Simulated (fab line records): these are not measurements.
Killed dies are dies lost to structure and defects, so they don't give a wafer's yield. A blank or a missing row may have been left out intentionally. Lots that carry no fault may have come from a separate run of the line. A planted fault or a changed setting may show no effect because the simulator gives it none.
A lot that was struck, set against a sound lot ; flow sky130 ; 17 out of 708 route steps
Sound: the wafers L420.2, L420.3, L420.5. Wafers struck: L437.2, L437.5, L437.6. At the end, the cause is stated.
At each step with rows: each side's tool, then ch and its chambers, then its first start. Under that, the readings that differ: sound wafers ; struck wafers ; difference of the means ; sigmas: that difference in standard deviations of wafers without a fault.
alike: same words and numbers on both sides, and readings whose means sit less than 2 such deviations apart. not compared: any withheld reading, any reading some wafer has no value for, any bound like >300 that may hide the same value, and any number with overlapping values for which the record gives no deviation.
A row with sigmas, a row that says differs or no value, or rows on one side alone: a step with any of these is where the two part. Non-overlapping numbers with no deviation appear without sigmas and do not part them. Lack of a reading on every wafer of one side parts them only where that side has two or more wafers.

SKY_LDD_HVN_OVL_MEAS_07:
  sound: overlay-01 at day 22 20:28; struck: overlay-01 at day 27 21:20
  alike: LDD_HVN_OVL
next, for these wafers, 1 step has no rows: SKY_LDD_HVN_IMPLANT_08.
SKY_LDD_HVN_STRIP_09: strips in O2/N2.
  sound on plasmaAsher-01 ch 0,1, day 22 20:39; struck on plasmaAsher-02 ch 0,1, day 27 21:31
  alike: drypumpMotorCurrentA, oesProductAu, stripTimeToEndpointS
  not compared: rfHoursCounterH
SKY_LDD_HVN_TW_MEAS_10:
  sound: filmMetro-04 at day 22 20:46; struck: filmMetro-04 at day 27 21:38
  alike: LDD_HVN_TW
then, 7 steps without rows for these wafers: SKY_LDD_HVP_DEHYDRATE_00 (time 60 s); SKY_LDD_HVP_HMDS_01 (prime time 60 s); SKY_LDD_HVP_COAT_02 (resist thk 300 nm); SKY_LDD_HVP_SOFTBAKE_03 (time 60 s); SKY_LDD_HVP_EXPOSE_04 (exposes mask HVPTM, target cd 700 nm); SKY_LDD_HVP_PEB_05; SKY_LDD_HVP_DEVELOP_06 (develop time 60 s).
SKY_LDD_HVP_OVL_MEAS_07:
  sound: overlay-02 at day 24 02:01; struck: overlay-02 at day 29 02:08
  alike: LDD_HVP_OVL
SKY_LDD_HVP_IMPLANT_08:
  sound on implanter-02 ch 0, day 24 02:04; struck on implanter-02 ch 0, day 29 02:12
reading;sound;struck;difference;sigmas
beamEnergyKeV;20.013 20.008 19.995;24.617 24.617 24.627;+4.615;+99 or more
model.implant.rpNm (nm);63.11 63.11 63.11;76.84 76.84 76.84;+13.73;
model.implant.drpNm (nm);28.53 28.53 28.53;35.26 35.26 35.26;+6.73;
  alike: faradayCurrentUA
SKY_LDD_HVP_STRIP_09: strips in O2/N2.
  sound on plasmaAsher-04 ch 0,1, day 24 02:12; struck on plasmaAsher-03 ch 0,1, day 29 02:19
  alike: drypumpMotorCurrentA, oesProductAu, stripTimeToEndpointS
  not compared: rfHoursCounterH
SKY_LDD_HVP_TW_MEAS_10:
  sound: filmMetro-02 at day 24 02:19; struck: filmMetro-04 at day 29 02:26
reading;sound;struck;difference;sigmas
LDD_HVP_TW;451.3 451.8 449.2;478.8 476.1 478.5;+27.0;+10
then, 1 step without rows for these wafers: SKY_LDD_LDN_DEHYDRATE_00 (time 60 s).
-- record jumps: 22 days separate the struck wafers' starts on either side; left off in module LDD_LDN, taken up again in module PAD_OPEN, whose first shown step is the route's number 708 --
SKY_PAD_OPEN_PROBE_99:
  sound: prober-01 at day 47 11:23; struck: prober-01 at day 50 15:32
reading;sound;struck;difference;sigmas
model.etest.tip_p_5v.rsOhmSq;2870 2870 2870;2770 2768 2742;-110;
model.etest.pfetG5v0d10v5.offLog10AUm;-12.56 -13.06 -12.95;-12.33 -12.04 -11.93;+0.76;
model.etest.pfetG5v0d10v5.vtSatV (V);-0.6356 -0.6981 -0.6707;-0.6177 -0.5746 -0.576;+0.0787;
  alike: killed_at_M0_to_M3, killed_at_M4_up, killedAtContacts, killedAtFrontEnd, killedAtOther, killedDies, killedOnRim, killedOpen, killedShort
  not compared: model.etest.pfetG5v0d10v5.driveUaUm

== WHERE THEY PART ==
Last at SKY_LDD_HVP_TW_MEAS_10 as far as this record goes, first at SKY_LDD_HVP_IMPLANT_08. Later steps at which nothing parts them and some readings are alike: SKY_PAD_OPEN_PROBE_99.

WHY: whatever the simulator had introduced
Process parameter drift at SKY_LDD_HVP_IMPLANT_08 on implanter-02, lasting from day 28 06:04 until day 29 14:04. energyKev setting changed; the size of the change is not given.
